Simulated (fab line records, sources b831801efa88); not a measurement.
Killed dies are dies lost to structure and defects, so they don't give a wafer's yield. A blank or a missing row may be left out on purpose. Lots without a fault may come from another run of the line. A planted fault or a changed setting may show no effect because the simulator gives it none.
Split-lot experiment | flow gf180mcu | 5 lots, 23 wafers read, on a route of 602 steps

THE SPLIT
At GF_SAB_ETCH_11 (etches SiO2 in C4F8/O2/Ar, target depth 55 nm, time 8.5 s), the setting source_w was moved away from the recipe's 1500 W on 8 of the 23 wafers read, by -7.0% to +11.9%. The other wafers ran this setting at the recipe's value.

The reading is taken at the split's own step.

THE READING
SAB.feature_depth_nm (the simulator's own value, which no gauge read), in nm, at GF_SAB_ETCH_11 (etches SiO2 in C4F8/O2/Ar, target depth 55 nm, time 8.5 s). The file gives no usual value for it. The 15 wafers here that ran the recipe average 54.74 nm, standard deviation 0.6 nm.

wafer  | tool, chamber at the split | source_w as run, W | against the recipe | SAB.feature_depth_nm, nm | against lot-mates on the recipe
L074.1 | rie_diel-03, 3             | 1500               | recipe             | 54.33                    | -
L074.2 | rie_diel-03, 1             | 1679               | +11.9%             | 57.52                    | +2.93
L074.3 | rie_diel-03, 0             | 1500               | recipe             | 54.93                    | -
L074.4 | rie_diel-03, 2             | 1500               | recipe             | 54.51                    | -
L074.5 | rie_diel-03, 2             | 1679               | +11.9%             | 57.33                    | +2.74
L077.1 | rie_diel-03, 0             | 1500               | recipe             | 55.27                    | -
L077.2 | rie_diel-03, 2             | 1557               | +3.8%              | 56.07                    | +0.74
L077.4 | rie_diel-03, 2             | 1500               | recipe             | 55.12                    | -
L077.5 | rie_diel-03, 2             | 1557               | +3.8%              | 55.85                    | +0.52
L077.6 | rie_diel-03, 0             | 1500               | recipe             | 55.6                     | -
L081.1 | rie_diel-03, 1             | 1500               | recipe             | 54.73                    | -
L081.2 | rie_diel-03, 3             | 1500               | recipe             | 55.07                    | -
L081.3 | rie_diel-03, 2             | 1407               | -6.2%              | 54.2                     | -0.81
L081.5 | rie_diel-03, 0             | 1407               | -6.2%              | 55.12                    | +0.11
L081.6 | rie_diel-03, 1             | 1500               | recipe             | 55.24                    | -
L082.2 | rie_diel-03, 1             | 1500               | recipe             | 53.84                    | -
L082.3 | rie_diel-03, 3             | 1500               | recipe             | 54.02                    | -
L082.5 | rie_diel-03, 3             | 1500               | recipe             | 53.68                    | -
L084.1 | rie_diel-04, 2             | 1500               | recipe             | 55.71                    | -
L084.2 | rie_diel-04, 3             | 1500               | recipe             | 54.79                    | -
L084.3 | rie_diel-04, 1             | 1395               | -7.0%              | 53.72                    | -1.22
L084.4 | rie_diel-04, 0             | 1395               | -7.0%              | 54.28                    | -0.66
L084.5 | rie_diel-04, 1             | 1500               | recipe             | 54.33                    | -

THE FIT
A straight line over all 23 wafers: SAB.feature_depth_nm changes by +0.171 nm for each +1% of source_w; r = +0.79; the points scatter about the line by 0.64 nm.
The same after taking each lot's own level away (the mean of its wafers on the recipe; 23 wafers): +0.183 nm for each +1%; r = +0.90; scatter 0.43 nm.
On that fit, the largest move of source_w shifts the reading by 2.2 nm.
The lots' own levels span 53.847 to 55.330 nm, that is 2.5 times the standard deviation above.
So the lot-to-lot level blurs the effect unless lot-mates are compared.
Check: with one of the wafers moved furthest among these (+11.9%) left out of the fit, the line predicts +2.04 nm for it against its lot-mates. It came out at +2.93 nm against them.

OTHER SPLITS ON THESE WAFERS
These wafers also went through other splits before the reading. Each is held against what the fit with the lots' levels taken away leaves over:
other split on the same wafers | wafers away from the commonest value | r with SAB.feature_depth_nm (lot level and that fit taken away)
GF_PSD_COAT_02 resist_thk_nm   | 8                                    | -0.09
GF_PSD_STRIP_10 o2_flow_sccm   | 8                                    | -0.03
GF_SAB_CVD_00 time_s           | 4                                    | +0.27

THE FILE'S OWN FIT
SAB.feature_depth_nm changes by +0.184 nm for each +1% of source_w, r = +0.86.
